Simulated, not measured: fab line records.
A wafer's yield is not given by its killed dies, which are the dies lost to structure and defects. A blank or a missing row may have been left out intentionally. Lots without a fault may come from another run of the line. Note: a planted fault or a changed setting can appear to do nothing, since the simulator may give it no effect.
Which of the tools did it? ; flow gf180mcu ; 42 wafers from 14 lots sampled at 5 of the route's 602 steps

== WHAT THE GAUGES READ, wafer by wafer ==
GF_HV_LDD_CD_MEAS_07: target cd 400 nm. Usual: cd-nm at 399.2 nm, with a standard deviation of 2.4.
lot;measured;on;cd-nm (nm);flag
L806;day 10 12:33;cd-sem-01;400.1 395.7 399.8;
L807;day 10 22:44;cd-sem-02;398.0 398.7 396.6;
L808;day 11 04:25;cd-sem-02;397.3 397.4 397.5;
L810;day 11 19:05;cd-sem-02;394.4 391.8 393.3;
L811;day 12 04:41;cd-sem-01;401.7 401.7 399.7;
L814;day 13 04:07;cd-sem-02;400.2 400.5 399.2;
L815;day 13 08:23;cd-sem-01;397.8 397.4 397.6;
L816;day 13 17:17;cd-sem-02;401.4 400.2 403.6;
L817;day 13 23:40;cd-sem-01;401.8 398.9 399.9;
L818;day 14 06:07;cd-sem-01;401.0 398.6 400.9;
L819;day 14 16:35;cd-sem-01;359.7 360.1 359.5;OFF
L822;day 15 13:14;cd-sem-02;369.0 368.9 369.9;OFF
L823;day 15 17:07;cd-sem-01;368.8 372.5 372.1;OFF
L824;day 16 02:20;cd-sem-01;377.2 377.8 375.9;OFF

GF_SALICIDE_RS_MEAS_04: the measuring method here is four-point-probe. Usual: SALICIDE_TIN_RS 16.34 ohm/sq, standard deviation 0.3.
lot;measured;on;SALICIDE_TIN_RS (ohm/sq);flag
L806;day 15 18:33;film-metro-04;16.08 16.44 16.48;
L807;day 16 05:31;film-metro-03;16.61 16.34 16.00;
L808;day 16 12:31;film-metro-02;16.34 16.64 16.03;
L810;day 17 06:26;film-metro-04;16.87 16.71 16.67;
L811;day 17 17:00;film-metro-03;16.54 16.42 16.01;
L814;day 18 21:15;film-metro-03;15.99 16.21 16.16;
L815;day 19 01:55;film-metro-04;16.55 16.74 16.71;
L816;day 19 11:25;film-metro-04;16.60 16.67 16.51;
L817;day 19 21:35;film-metro-03;15.96 16.09 15.95;
L818;day 20 06:34;film-metro-03;16.71 16.01 16.55;
L819;day 20 16:47;film-metro-02;16.78 16.27 16.57;
L822;day 21 15:29;film-metro-03;16.20 16.11 16.13;
L823;day 21 20:46;film-metro-03;16.56 16.07 16.15;
L824;day 22 05:44;film-metro-03;15.90 16.70 16.41;

GF_SALICIDE_THK_MEAS_05: measures by xrf. Usual: SALICIDE_TIN_THK 19.89 nm, standard deviation 0.25.
lot;measured;on;SALICIDE_TIN_THK (nm);flag
L806;day 15 18:40;film-metro-04;20.10 20.08 20.27;
L807;day 16 05:38;film-metro-03;19.77 20.23 20.04;
L808;day 16 12:37;film-metro-02;20.27 20.58 20.14;
L810;day 17 06:32;film-metro-04;19.89 19.78 19.78;
L811;day 17 17:07;film-metro-03;20.00 19.85 20.24;
L814;day 18 21:21;film-metro-03;19.93 19.48 19.92;
L815;day 19 02:02;film-metro-04;20.11 20.07 19.96;
L816;day 19 11:31;film-metro-04;19.92 20.16 19.98;
L817;day 19 21:42;film-metro-03;19.44 19.67 19.75;
L818;day 20 06:41;film-metro-03;19.82 19.79 20.14;
L819;day 20 16:52;film-metro-02;19.65 19.64 19.71;
L822;day 21 15:36;film-metro-03;19.85 19.56 19.48;
L823;day 21 20:53;film-metro-03;19.70 19.59 19.86;
L824;day 22 05:51;film-metro-03;19.66 19.60 20.16;

== EACH LOT AND THE TOOL THAT RAN IT (in order: tool; ch and the chambers of the sampled wafers; start) ==
lot;GF_STI_CMP_25;GF_HV_LDD_EXPOSE_04
L806;cmp-02 ch 1,2,3, day 2 14:33;iline-stepper-02 ch 0, day 10 03:32
L807;cmp-02 ch 0,1,2, day 2 18:36;iline-stepper-02 ch 0, day 10 13:43
L808;cmp-02 ch 0,2,3, day 3 01:03;iline-stepper-01 ch 0, day 10 18:56
L810;cmp-01 ch 0,1,3, day 3 10:17;iline-stepper-01 ch 0, day 11 10:42
L811;cmp-02 ch 0,1,3, day 3 15:40;iline-stepper-02 ch 0, day 11 18:51
L814;cmp-01 ch 1,2,3, day 4 07:25;iline-stepper-02 ch 0, day 12 18:28
L815;cmp-01 ch 0,2,3, day 4 12:48;iline-stepper-02 ch 0, day 12 22:50
L816;cmp-01 ch 1,3, day 4 17:37;iline-stepper-02 ch 0, day 13 07:17
L817;cmp-01 ch 1,2,3, day 4 22:46;iline-stepper-02 ch 0, day 13 13:01
L818;cmp-01 ch 0,2,3, day 5 04:08;iline-stepper-02 ch 0, day 13 20:34
L819;cmp-02 ch 0,2,3, day 5 09:16;iline-stepper-02 ch 0, day 14 06:11
L822;cmp-01 ch 0,1,2, day 5 23:52;iline-stepper-02 ch 0, day 15 02:31
L823;cmp-01 ch 1,2, day 6 05:43;iline-stepper-02 ch 0, day 15 06:10
L824;cmp-02 ch 0,2,3, day 6 10:46;iline-stepper-02 ch 0, day 15 15:15
- GF_STI_CMP_25: polishes, stops on Si3N4, t overpolish 33 s, target thk 524.6 nm.
- GF_HV_LDD_EXPOSE_04: exposes mask Nplus LV AREA, target cd 400 nm.

== AS READ BY THE TOOLS THEMSELVES (means over the sampled wafers that have a number; for cases with no such wafer, the mark the record gives instead) ==
GF_STI_CMP_25. Usual: motor-current-A 12.7 A, standard deviation 1.1; overpolish-run-s 33.000 s, standard deviation 0.0085; retaining-ring-pressure-frac 1.000, standard deviation 0.0044; time-to-endpoint-s 124 s, standard deviation 4.7.
lot;tool;motor-current-A (A);overpolish-run-s (s);retaining-ring-pressure-frac;time-to-endpoint-s (s);flag
L806;cmp-02;13.8;32.994;1.001;126;
L807;cmp-02;13.0;32.994;0.999;126;
L808;cmp-02;12.5;32.996;0.997;127;
L810;cmp-01;11.9;33.003;0.999;121;
L811;cmp-02;12.7;32.998;1.002;131;
L814;cmp-01;12.9;32.993;1.001;123;
L815;cmp-01;12.9;32.995;1.001;116;
L816;cmp-01;11.7;32.999;1.006;119;
L817;cmp-01;12.9;33.002;1.002;122;
L818;cmp-01;12.4;33.003;1.000;120;
L819;cmp-02;12.7;33.012;0.996;126;
L822;cmp-01;11.9;33.000;0.999;120;
L823;cmp-01;11.8;32.999;0.998;117;
L824;cmp-02;12.8;32.997;0.999;128;

GF_HV_LDD_EXPOSE_04. Usual: exposure-dose-mJ-cm2 139.97, standard deviation 0.14; focus-offset-nm 0.1 nm, standard deviation 0.55.
lot;tool;exposure-dose-mJ-cm2;focus-offset-nm (nm);flag
L806;iline-stepper-02;139.76;-0.7;
L807;iline-stepper-02;139.86;-0.2;
L808;iline-stepper-01;139.98;0.3;
L810;iline-stepper-01;139.98;-0.9;
L811;iline-stepper-02;139.97;0.6;
L814;iline-stepper-02;140.02;-0.4;
L815;iline-stepper-02;140.00;0.2;
L816;iline-stepper-02;139.94;0.2;
L817;iline-stepper-02;139.81;0.1;
L818;iline-stepper-02;139.94;0.1;
L819;iline-stepper-02;122.80;0.4;OFF
L822;iline-stepper-02;126.17;0.2;OFF
L823;iline-stepper-02;126.08;0.7;OFF
L824;iline-stepper-02;129.03;-0.3;OFF

== THE ANSWER, worked out from the rows above alone ==
Rule: take the mean of a lot's wafers that have a number; if it is more than 3 standard deviations from the usual mean, the lot is off. Also off: a lot with no number at a reading for which 4 or more lots have one. Any other lot the step has rows for is counted as sound. First the gauges in route order, then the tools' own readings, where a lot's mean is used as printed above. The first step at which some lot is off is used, and at that step the reading that is off furthest; a lot without a number counts as furthest.
Off: L819, L822, L823, L824 (GF_HV_LDD_CD_MEAS_07, cd-nm).
A tool fits if, at a process step before that reading, it ran every lot that is off, and no sound lot after the first of them. Not tried: the gauges at GF_HV_LDD_CD_MEAS_07; whatever is off there is also off at GF_HV_LDD_EXPOSE_04, on other tools, and gauge error can't account for it. One fits: iline-stepper-02 at GF_HV_LDD_EXPOSE_04. A fault onset in the window from L818 (day 13 20:34, its last sound lot) to L819 (day 14 06:11, its first lot off) fits.
The tool's own readings at GF_HV_LDD_EXPOSE_04 bear it out: on the lots that are off they differ by more than 5 times the standard deviation of the sound lots' means. exposure-dose-mJ-cm2 reads 126.02 there against 139.93 on the sound lots.

== WHAT HAD BEEN PUT IN BY THE SIMULATOR ==
Process parameters drifting: iline-stepper-02 at GF_HV_LDD_EXPOSE_04, beginning at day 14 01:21. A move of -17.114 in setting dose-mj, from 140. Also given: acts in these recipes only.
Shown lots that were struck: L819, L822, L823, L824. Same finding as the rule above.
